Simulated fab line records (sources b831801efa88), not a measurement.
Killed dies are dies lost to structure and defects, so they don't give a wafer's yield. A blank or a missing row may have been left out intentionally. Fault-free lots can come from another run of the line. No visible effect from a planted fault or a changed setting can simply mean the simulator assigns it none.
fab line records | flow gf180mcu | part 2 of 2: steps 31 to 42 of 42
[record] lots = 5 wafers = 15 lastDay = 33
route steps=602 shown VT_IMPLANT@121 MVSD@136 NWELL@137 LVPWELL@138 MVPSD@139 DUAL_GATE@141 POLY_GATE@157
lots that met no fault: taken from a fault-free run of the same line
startH: start of the lot's first displayed wafer, in hours after the record's first day | waitH: hours from the lot's prior step to this one | " as in the row above | L1.1+2: one row covering several wafers at once | - no value, or no start given | * or withheld: withheld | < > ~ a bound
route shown NAME@n: a module of which the file shows steps, and the number in the route of the first | usual: mean and standard deviation over wafers with no fault | same: alike in all rows | chamber/n: place in a boat | sites: per-site readings | _std_site: how widely they spread, as a standard deviation | _edge_site: mean of outer sites minus mean of inner sites | radiusMm: for every site, how far away it sits from the centre of the wafer | mask NAME#n: copy n | behind: tool/chamber where the wafer was last shaped | hold: reason for holding the lot/hours on hold/outcome of the hold | device: the n, p or np transistor that did not switch | end of line: the tests these same wafers got at the end of their route | where a step has no rows: the recipe by itself | killed: not the wafer's yield, but the dies lost to structure and defects at the first sort | map: a wafer's dies, x killed, . not, _ none there
set.NAME: the setting as run; set.NAME@STEP: as run at that earlier step | model.NAME: the simulator's own value behind a step, which no gauge read
certain route steps with their lots: each step a table, each wafer a row
services: a tool's chamber out of use, with start hour (startH, from the record's first day; less than 0 if before it), hours out, and reason
[[steps]]
[step GF_DUAL_GATE_DEVELOP_10]
[recipe] developTimeS = 60 devTempC = 23
[usual] developerTempC = 23.01/0.11
// columns lot.wafer tool chamber startH waitH developerTempC
L076.2 lithoTrack-02 0 189.02 0.1 23.07
L076.3 " 0 " " 23.08
L076.5 " 0 " " 22.98
L084.1 lithoTrack-04 0 247.58 0.1 23.11
L084.3 " 0 " " 22.95
L084.5 " 0 " " 22.94
L085.1 lithoTrack-03 0 255.97 0.1 22.88
L085.3 " 0 " " 23.13
L085.5 " 0 " " 23.02
L093.1 lithoTrack-02 0 306.34 0.1 22.74
L093.3 " 0 " " 22.93
L093.6 " 0 " " 22.98
L094.3 lithoTrack-04 0 312.63 0.1 22.90
L094.4 " 0 " " 22.91
L094.5 " 0 " " 22.76
[step GF_DUAL_GATE_OVL_MEAS_11]
[usual] DUAL_GATE_OVL = 1.0/1.4
// columns lot.wafer tool chamber startH waitH DUAL_GATE_OVL[nm]
L076.2 overlay-02 - 189.15 0.1 -0.3
L076.3 " - " " 0.2
L076.5 " - " " -1.0
L084.1 overlay-01 - 247.73 0.1 0.8
L084.3 " - " " 0.1
L084.5 " - " " 0.4
L085.1 overlay-02 - 256.12 0.1 1.5
L085.3 " - " " -0.7
L085.5 " - " " -0.3
L093.1 overlay-02 - 306.49 0.1 2.0
L093.3 " - " " 1.7
L093.6 " - " " 0.4
L094.3 overlay-02 - 312.74 0.1 0.7
L094.4 " - " " 0.8
L094.5 " - " " 2.3
[step GF_DUAL_GATE_WET_ETCH_12]
[recipe] chemistry = dHF targetDepthNm = 13 dry = n2Spin target = SiO2 tempC = 25 dilution = 100:1 timeS = 260
// columns lot.wafer tool chamber startH waitH
L076.2+3+5 wetBench-02 2 189.18 0.0
L084.1+3+5 wetBench-03 3 247.76 0.0
L085.1+3+5 wetBench-02 3 256.15 0.0
L093.1+3+6 wetBench-02 3 306.53 0.0
L094.3+4+5 wetBench-02 3 312.76 0.0
[step GF_DUAL_GATE_STRIP_13]
[recipe] chemistry = O2/N2 powerW = 1400 pressureMtorr = 1500 platenTempC = 250 o2FlowSccm = 3000 n2FlowSccm = 300 overashFraction = 0.5
[usual] drypumpMotorCurrentA = 5.7/0.51 heaterPowerW = 353/28 oesProductAu = 0.715/0.0043 stripTimeToEndpointS = 12.65/0.044
// columns lot.wafer tool chamber startH waitH drypumpMotorCurrentA heaterPowerW oesProductAu rfHoursCounterH stripTimeToEndpointS
L076.2 plasmaAsher-01 1 189.26 0.0 4.8 374 0.707 42 12.64
L076.3 " 1 " " 4.8 374 0.724 - 12.61
L076.5 " 1 " " 4.7 373 0.716 - 12.65
L084.1 plasmaAsher-01 0 247.85 0.0 5.9 376 0.711 48 12.66
L084.3 " 0 " " 5.9 381 0.717 - 12.70
L084.5 " 1 " " 4.8 370 0.720 - 12.67
L085.1 plasmaAsher-04 1 256.23 0.0 6.1 318 0.726 60 12.62
L085.3 " 1 " " 6.0 318 0.710 - 12.65
L085.5 " 1 " " 6.1 307 0.717 - 12.66
L093.1 plasmaAsher-02 1 306.61 0.0 6.2 329 0.717 64 12.62
L093.3 " 0 " " 5.9 370 0.721 - 12.67
L093.6 " 1 " " 6.2 316 0.715 - 12.67
L094.3 plasmaAsher-04 0 312.88 0.0 5.2 356 0.715 - 12.59
L094.4 " 1 " " 6.1 301 0.706 - 12.58
L094.5 " 0 " " 5.2 345 0.711 - 12.61
[step GF_DUAL_GATE_CLEAN_14]
[recipe] chemistry = SC1/SC2 mix = 1:4:20 tempC = 70 timeS = 150 dry = n2Spin
// columns lot.wafer tool chamber startH waitH
L076.2+3+5 wetBench-02 3 189.36 0.1
L084.1+3+5 wetBench-02 0 247.95 0.1
L085.1+3+5 wetBench-02 3 256.33 0.1
L093.1+3+6 wetBench-03 2 306.71 0.1
L094.3+4+5 wetBench-03 0 312.94 0.0
[step GF_DUAL_GATE_OXIDATION_15]
[recipe] tempC = 850 ambient = O2 stabiliseS = 600 purgeS = 300 targetThkA = 70.98 oxTimeS = 1995
[usual] zonePowerUpperPct = 15.7/0.77
// columns lot.wafer tool chamber startH waitH zonePowerUpperPct
L076.2 furnace-02 0 189.41 0.0 17.3
L076.3 " 0 " " 17.1
L076.5 " 0 " " 16.9
L084.1 furnace-01 0 248.81 0.8 15.4
L084.3 " 0 " " 15.2
L084.5 " 0 " " 15.2
L085.1 furnace-01 0 256.38 0.0 15.1
L085.3 " 0 " " 15.4
L085.5 " 0 " " 15.2
L093.1 furnace-01 0 308.59 1.8 15.2
L093.3 " 0 " " 15.4
L093.6 " 0 " " 15.0
L094.3 furnace-01 0 313.00 0.0 15.1
L094.4 " 0 " " 15.3
L094.5 " 0 " " 15.3
[step GF_POLY_GATE_CVD_00]
[recipe] material = poly-Si targetThkNm = 200 tempC = 620 timeS = 1200 pressureMtorr = 200
[usual] zonePowerUpperPct = 8.0/0.55
// columns lot.wafer tool chamber startH waitH zonePowerUpperPct
L076.2 lpcvd-01 1 190.97 0.0 8.7
L076.3 " 1 " " 8.7
L076.5 " 1 " " 8.6
L084.1 lpcvd-02 1 250.36 0.0 7.6
L084.3 " 1 " " 7.6
L084.5 " 1 " " 7.6
L085.1 lpcvd-01 0 257.94 0.0 7.7
L085.3 " 0 " " 7.9
L085.5 " 0 " " 7.9
L093.1 lpcvd-02 0 310.69 0.6 7.1
L093.3 " 0 " " 7.1
L093.6 " 0 " " 7.1
L094.3 lpcvd-02 1 314.55 0.0 7.7
L094.4 " 1 " " 7.6
L094.5 " 1 " " 7.8
[step GF_POLY_GATE_THK_MEAS_01]
[recipe] reads = poly-Si_of_POLY_GATE_CVD_00
[usual] POLY_GATE_CVD_00_THK = 200.0/1.8
// columns lot.wafer tool chamber startH waitH POLY_GATE_CVD_00_THK[nm]
L076.2 filmMetro-01 - 192.31 0.0 203.0
L076.3 " - " " 202.7
L076.5 " - " " 201.9
L084.1 filmMetro-02 - 251.69 0.0 197.7
L084.3 " - " " 199.8
L084.5 " - " " 199.9
L085.1 filmMetro-02 - 259.27 0.0 201.6
L085.3 " - " " 201.2
L085.5 " - " " 201.9
L093.1 filmMetro-01 - 312.03 0.0 199.2
L093.3 " - " " 200.5
L093.6 " - " " 199.7
L094.3 filmMetro-01 - 315.90 0.0 197.6
L094.4 " - " " 197.5
L094.5 " - " " 197.2
[step GF_POLY_GATE_DEHYDRATE_02]
[recipe] tempC = 200 timeS = 60
// columns lot.wafer tool chamber startH waitH
L076.2+3+5 lithoTrack-01 0 200.00 7.7
L084.1+3+5 lithoTrack-03 0 260.67 9.0
L085.1+3+5 lithoTrack-02 0 268.59 9.3
L093.1+3+6 lithoTrack-03 0 322.07 10.0
L094.3+4+5 lithoTrack-02 0 325.44 9.5
[step GF_POLY_GATE_HMDS_03]
[recipe] primeTimeS = 60 primeTempC = 120
// columns lot.wafer tool chamber startH waitH
L076.2+3+5 lithoTrack-01 0 200.15 0.1
L084.1+3+5 lithoTrack-03 0 260.82 0.1
L085.1+3+5 lithoTrack-02 0 268.74 0.1
L093.1+3+6 lithoTrack-03 0 322.22 0.1
L094.3+4+5 lithoTrack-02 0 325.59 0.1
[step GF_POLY_GATE_COAT_04]
[recipe] resist = BARC tempC = withheld timeS = withheld spinRpm = withheld resistThkNm = withheld
// columns lot.wafer tool chamber startH waitH
L076.2+3+5 lithoTrack-01 0 200.30 0.1
L084.1+3+5 lithoTrack-03 0 260.97 0.1
L085.1+3+5 lithoTrack-02 0 268.89 0.1
L093.1+3+6 lithoTrack-03 0 322.37 0.1
L094.3+4+5 lithoTrack-02 0 325.74 0.1
[step GF_POLY_GATE_COAT_05]
[recipe] resist = KrF spinRpm = withheld resistThkNm = 700
// columns lot.wafer tool chamber startH waitH
L076.2+3+5 lithoTrack-01 0 - -
L084.1+3+5 lithoTrack-03 0 - -
L085.1+3+5 lithoTrack-02 0 - -
L093.1+3+6 lithoTrack-03 0 - -
L094.3+4+5 lithoTrack-02 0 - -
[[services]]
// columns tool chamber startH hours kind
plasmaAsher-01 - 134.51 1.3 repair
plasmaAsher-04 - 139.58 0.6 repair
plasmaAsher-01 - 141.30 7.3 repair
plasmaAsher-02 - 162.56 3.5 repair
plasmaAsher-04 - 164.45 2.8 pm
furnace-02 - 164.49 2.7 pm
furnace-01 - 174.46 2.5 pm
plasmaAsher-02 - 184.19 0.7 repair
ilineStepper-02 0 187.85 - calibration
ilineStepper-02 - 201.03 12.6 repair
furnace-02 - 214.62 16.2 pm
furnace-02 - 230.77 3.4 pm
implanter-01 - 233.06 2.4 pm
furnace-01 - 240.19 2.9 pm
ilineStepper-01 0 241.38 - calibration
furnace-02 - 276.51 3.1 pm
lithoTrack-02 - 279.72 - consumableReplace:filter
ilineStepper-01 - 287.84 1.7 pm
plasmaAsher-02 - 292.39 0.9 repair
implanter-01 - 293.84 1.8 repair
ilineStepper-01 - 300.40 0.8 repair
furnace-01 - 304.24 3.2 pm
implanter-01 - 308.88 1.7 repair
ilineStepper-02 - 315.06 5.0 repair
